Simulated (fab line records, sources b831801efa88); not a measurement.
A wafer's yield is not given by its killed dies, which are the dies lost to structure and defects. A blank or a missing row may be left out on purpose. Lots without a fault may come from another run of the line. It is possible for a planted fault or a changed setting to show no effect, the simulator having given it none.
A struck lot beside a sound one :: flow sky130 :: 15 steps out of a route of 708
Sound: the wafers L618.2, L618.3, L618.6. Wafers struck: L624.2, L624.3, L624.4. The cause is named last.
Order at every step that has rows: each side's tool, ch and its chambers, its first start. Under that, the readings that differ: sound wafers :: struck wafers :: difference of the means :: sigmas: that difference in standard deviations of wafers without a fault.
alike: same words and numbers on both sides, and readings whose means sit less than 2 such deviations apart. not compared: any withheld reading, any reading some wafer has no value for, any bound like >300 that may hide the same value, and any number with overlapping values for which the record gives no deviation.
A row with sigmas, a row that says differs or no value, or rows on one side alone: a step with any of these is where the two part. When numbers do not overlap yet have no deviation, they are printed without sigmas and do not part them. A reading missing from all wafers of one side parts the sides only when that side holds two or more wafers.

SKY_LDD_P_OVL_MEAS_08:
  sound: overlay-02 at day 21 10:19; struck: overlay-01 at day 24 22:49
  alike: LDD_P_OVL
following that, these wafers have no rows for 1 step: SKY_LDD_P_IMPLANT_09.
SKY_LDD_P_STRIP_10: strips in O2/N2.
  sound on plasma_asher-02 ch 0,1, day 21 10:29; struck on plasma_asher-04 ch 0,1, day 24 23:00
reading: drypump_motor_current_A (A)
sound: 5.4 5.1 5.1
struck: 6.1 6.1 6.1
difference: +0.9
sigmas: +2
  alike: oes_product_au, strip_time_to_endpoint_s
  not compared: rf_hours_counter_h
SKY_LDD_P_TW_MEAS_11:
  sound: film_metro-01 at day 21 10:36; struck: film_metro-04 at day 24 23:07
reading: LDD_P_TW
sound: 649 648 650
struck: 629 629 631
difference: -19
sigmas: -3
then, 7 steps without rows for these wafers: SKY_LDD_HVN_DEHYDRATE_00 (time 60 s); SKY_LDD_HVN_HMDS_01 (prime time 60 s); SKY_LDD_HVN_COAT_02 (resist thk 300 nm); SKY_LDD_HVN_SOFTBAKE_03 (time 60 s); SKY_LDD_HVN_EXPOSE_04 (exposes mask HVNTM, target cd 700 nm); SKY_LDD_HVN_PEB_05; SKY_LDD_HVN_DEVELOP_06 (develop time 60 s).
SKY_LDD_HVN_OVL_MEAS_07:
  sound: overlay-02 at day 22 16:40; struck: overlay-01 at day 26 04:22
  alike: LDD_HVN_OVL
SKY_LDD_HVN_IMPLANT_08:
  sound on implanter-04 ch 0, day 22 16:43; struck on implanter-03 ch 0, day 26 04:25
reading: dose_ions_cm2
sound: 3e+13 2.993e+13 3.003e+13
struck: 3.072e+13 3.068e+13 3.073e+13
difference: +7.233e+11
sigmas: +21
SKY_LDD_HVN_STRIP_09: strips in O2/N2.
  sound on plasma_asher-04 ch 0, day 22 16:51; struck on plasma_asher-04 ch 0,1, day 26 04:33
  alike: drypump_motor_current_A, oes_product_au, strip_time_to_endpoint_s
  not compared: rf_hours_counter_h
following that, these wafers have no rows for 1 step: SKY_PAD_OPEN_PROBE_99.

WHERE THEY PART
First at SKY_LDD_P_STRIP_10; last, within this record, at SKY_LDD_HVN_IMPLANT_08. Later steps at which nothing parts them and some readings are alike: SKY_LDD_HVN_STRIP_09.

WHY: what the simulator had put in
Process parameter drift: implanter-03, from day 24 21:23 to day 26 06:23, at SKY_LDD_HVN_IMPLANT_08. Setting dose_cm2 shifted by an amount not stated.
